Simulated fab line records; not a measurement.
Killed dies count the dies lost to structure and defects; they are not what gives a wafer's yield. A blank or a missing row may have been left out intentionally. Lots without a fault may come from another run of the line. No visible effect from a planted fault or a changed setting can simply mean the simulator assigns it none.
What tool caused it? + flow gf180mcu + 13 lots with 39 wafers sampled at 4 steps, on a route of 602 steps

== WHAT THE GAUGES SHOWED, per wafer ==
GF_M5_CD_MEAS_07 targets a cd of 280 nm. Usual: cd_nm at 279.9 nm, with a standard deviation of 1.2.
| lot  | measured     | on        | cd_nm (nm)        | flag |
|------|--------------|-----------|-------------------|------|
| L251 | day 26 05:10 | cd_sem-01 | 278.6 279.0 279.4 |      |
| L254 | day 27 03:56 | cd_sem-02 | 277.7 279.1 278.9 |      |
| L255 | day 27 14:37 | cd_sem-01 | 280.3 280.9 279.5 |      |
| L257 | day 28 03:26 | cd_sem-02 | 277.3 279.7 278.6 |      |
| L258 | day 28 11:38 | cd_sem-01 | 280.1 279.3 280.5 |      |
| L259 | day 28 23:40 | cd_sem-02 | 280.3 280.5 280.0 |      |
| L260 | day 29 06:58 | cd_sem-02 | 279.1 279.8 280.5 |      |
| L261 | day 29 10:58 | cd_sem-01 | 278.4 278.9 277.8 |      |
| L262 | day 29 19:20 | cd_sem-01 | 279.3 279.6 280.2 |      |
| L266 | day 30 15:36 | cd_sem-02 | 277.8 279.5 279.9 |      |
| L267 | day 31 01:37 | cd_sem-02 | 279.9 278.6 278.9 |      |
| L270 | day 31 19:02 | cd_sem-01 | 277.3 278.4 278.8 |      |
| L272 | day 32 07:04 | cd_sem-02 | 281.9 280.7 280.0 |      |

GF_V5_CD_MEAS_14 targets a cd of 260 nm. Usual: cd_nm at 260.1 nm, with a standard deviation of 1.3.
| lot  | measured     | on        | cd_nm (nm)        | flag |
|------|--------------|-----------|-------------------|------|
| L251 | day 27 02:52 | cd_sem-02 | 258.9 260.1 258.9 |      |
| L254 | day 28 01:12 | cd_sem-01 | 261.2 262.5 263.4 |      |
| L255 | day 28 11:28 | cd_sem-01 | 261.8 261.0 260.4 |      |
| L257 | day 28 23:50 | cd_sem-02 | 260.3 260.5 261.0 |      |
| L258 | day 29 07:41 | cd_sem-02 | 260.0 260.0 257.7 |      |
| L259 | day 29 20:10 | cd_sem-02 | 258.5 257.6 258.1 |      |
| L260 | day 30 02:49 | cd_sem-02 | 260.1 260.1 261.3 |      |
| L261 | day 30 06:43 | cd_sem-02 | 261.6 261.4 261.1 |      |
| L262 | day 30 15:10 | cd_sem-02 | 262.7 260.2 259.5 |      |
| L266 | day 31 11:05 | cd_sem-02 | 261.7 260.0 259.1 |      |
| L267 | day 31 20:47 | cd_sem-01 | 253.7 252.4 252.1 | OFF  |
| L270 | day 32 14:37 | cd_sem-01 | 252.3 252.8 253.4 | OFF  |
| L272 | day 33 00:49 | cd_sem-02 | 259.1 259.4 259.1 |      |

GF_V5_OVL_MEAS_15. Usual: for V5_OVL the level is 1 nm and the standard deviation is 5.6.
| lot  | measured     | on         | V5_OVL (nm) | flag |
|------|--------------|------------|-------------|------|
| L251 | day 27 02:58 | overlay-02 | 8 7 2       |      |
| L254 | day 28 01:19 | overlay-02 | -2 -12 -2   |      |
| L255 | day 28 11:33 | overlay-02 | 8 -1 7      |      |
| L257 | day 28 23:56 | overlay-02 | 4 1 -4      |      |
| L258 | day 29 07:48 | overlay-02 | -2 -7 -2    |      |
| L259 | day 29 20:15 | overlay-01 | 2 -9 -3     |      |
| L260 | day 30 02:56 | overlay-01 | 1 6 4       |      |
| L261 | day 30 06:48 | overlay-02 | 6 9 9       |      |
| L262 | day 30 15:17 | overlay-01 | 6 5 5       |      |
| L266 | day 31 11:12 | overlay-01 | -11 -9 -9   |      |
| L267 | day 31 20:55 | overlay-02 | 4 5 5       |      |
| L270 | day 32 14:43 | overlay-01 | -8 -6 -9    |      |
| L272 | day 33 00:56 | overlay-02 | -11 0 -3    |      |

== WHAT TOOL EACH LOT RAN ON (gives the tool, then ch and the chambers of the sampled wafers, and finally the start) ==
| lot  | GF_V5_SOFTBAKE_10                 |
|------|-----------------------------------|
| L251 | litho_track-01 ch 0, day 26 16:00 |
| L254 | litho_track-02 ch 0, day 27 15:00 |
| L255 | litho_track-01 ch 0, day 28 02:00 |
| L257 | litho_track-01 ch 0, day 28 14:00 |
| L258 | litho_track-02 ch 0, day 28 22:00 |
| L259 | litho_track-01 ch 0, day 29 10:00 |
| L260 | litho_track-01 ch 0, day 29 17:00 |
| L261 | litho_track-02 ch 0, day 29 21:00 |
| L262 | litho_track-02 ch 0, day 30 06:00 |
| L266 | litho_track-01 ch 0, day 31 02:00 |
| L267 | litho_track-02 ch 0, day 31 11:00 |
| L270 | litho_track-02 ch 0, day 32 05:00 |
| L272 | litho_track-01 ch 0, day 32 17:00 |
- GF_V5_SOFTBAKE_10: time 60 s.

== AS READ BY THE TOOLS THEMSELVES (means over the sampled wafers that have a number; for cases with no such wafer, the mark the record gives instead) ==
GF_V5_SOFTBAKE_10. Usual: heater_power_total_W 93.05 W, standard deviation 0.054; plate_temp_C 129.98 C, standard deviation 0.13.
| lot  | tool           | heater_power_total_W (W) | plate_temp_C (C) | flag |
|------|----------------|--------------------------|------------------|------|
| L251 | litho_track-01 | 93.07                    | 129.85           |      |
| L254 | litho_track-02 | 93.10                    | 129.81           |      |
| L255 | litho_track-01 | 93.05                    | 129.99           |      |
| L257 | litho_track-01 | 93.01                    | 129.95           |      |
| L258 | litho_track-02 | 93.03                    | 130.15           |      |
| L259 | litho_track-01 | 93.03                    | 129.97           |      |
| L260 | litho_track-01 | 93.02                    | 130.01           |      |
| L261 | litho_track-02 | 93.06                    | 129.97           |      |
| L262 | litho_track-02 | 93.02                    | 129.90           |      |
| L266 | litho_track-01 | 93.01                    | 130.06           |      |
| L267 | litho_track-02 | 89.61                    | 126.27           | OFF  |
| L270 | litho_track-02 | 89.59                    | 126.23           | OFF  |
| L272 | litho_track-01 | 93.01                    | 130.06           |      |

== THE ANSWER, worked out from the rows above alone ==
Rule: a lot is off if the mean of its wafers that have a number lies more than 3 standard deviations from the usual mean. A lot without any number at a reading at which 4 lots or more have one is off too. All remaining lots with rows at the step are treated as sound. The gauges are gone through in route order, then the tools' own readings, and for those a lot's mean is taken as printed above. The first step at which some lot is off is used, and at that step the reading that is off furthest; a lot without a number counts as furthest.
Off: L267, L270 (GF_V5_CD_MEAS_14, cd_nm).
If a tool, at a process step before that reading, ran all the lots that are off and no sound lot after the first of them, it fits. Not tried: the gauges at GF_V5_CD_MEAS_14; whatever is off there is also off at GF_V5_SOFTBAKE_10, on other tools, and gauge error can't account for it. One candidate fits, namely litho_track-02 at GF_V5_SOFTBAKE_10. Its last sound lot is L262 (day 30 06:00), its first lot that is off L267 (day 31 11:00): a fault that began between those two fits.
The tool's own readings at GF_V5_SOFTBAKE_10 bear it out: on the lots that are off they differ by more than 5 times the standard deviation of the sound lots' means. heater_power_total_W reads 89.60 W there against 93.04 W on the sound lots; plate_temp_C reads 126.25 C there against 129.97 C on the sound lots.

== WHAT THE SIMULATOR HAD INSERTED ==
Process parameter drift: litho_track-02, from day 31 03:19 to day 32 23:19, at GF_V5_SOFTBAKE_10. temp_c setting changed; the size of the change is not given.
Shown lots that were struck: L267, L270. The same result came from the rule above.
